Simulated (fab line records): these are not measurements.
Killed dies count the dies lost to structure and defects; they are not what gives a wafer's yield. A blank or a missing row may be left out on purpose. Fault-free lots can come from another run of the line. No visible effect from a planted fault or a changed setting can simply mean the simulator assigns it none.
Matching of chambers | flow gf180mcu | 4 sister chambers for GF_CONTACT_CMP_04 on cmp-01
The step polishes SiO2. 4 wafers are shown with their chamber, then 8 later ones without.

WAFERS, EACH WITH ITS CHAMBER
wafer  | chamber | motor current A (A)
L931.3 | 0       | 13.7
L937.3 | 1       | 10.7
L937.5 | 3       | 13.8
L944.2 | 2       | 12.1

WAFERS MISSING THEIR CHAMBER
wafer  | motor current A (A)
L944.5 | 10.9
L944.6 | 14.2
L945.1 | 11.2
L945.4 | 13.3
L945.6 | 13.5
L949.2 | 13.4
L949.3 | 11.6
L949.6 | 11.5

THE CHAMBER EACH PASSED THROUGH
wafer  | from the rows above          | in truth
L944.5 | 1                            | 1
L944.6 | can't be placed: 3 or 0      | 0
L945.1 | can't be placed: 1 or 2      | 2
L945.4 | can't be placed: 0 or 3 or 2 | 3
L945.6 | can't be placed: 0 or 3      | 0
L949.2 | can't be placed: 0 or 3      | 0
L949.3 | can't be placed: 2 or 1      | 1
L949.6 | can't be placed: 2 or 1      | 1
Correct placement for 1 of the 8. Unplaceable from these rows: 7, with the true chamber sitting among the candidates in 7. Placed wrongly: 0.
How it was worked out, from the rows above alone: a wafer's distance from a chamber is the root of the sum, over the readings, of the square of ((its reading less the chamber's mean) divided by the reading's scatter). If the next closest chamber is less than 2 further off than the closest, the wafer can't be placed; otherwise it belongs to the closest. Each chamber's mean is taken over the wafers shown for it. The scatter: root of mean squared gap, hidden wafer to nearest shown wafer, with one shown wafer a chamber.
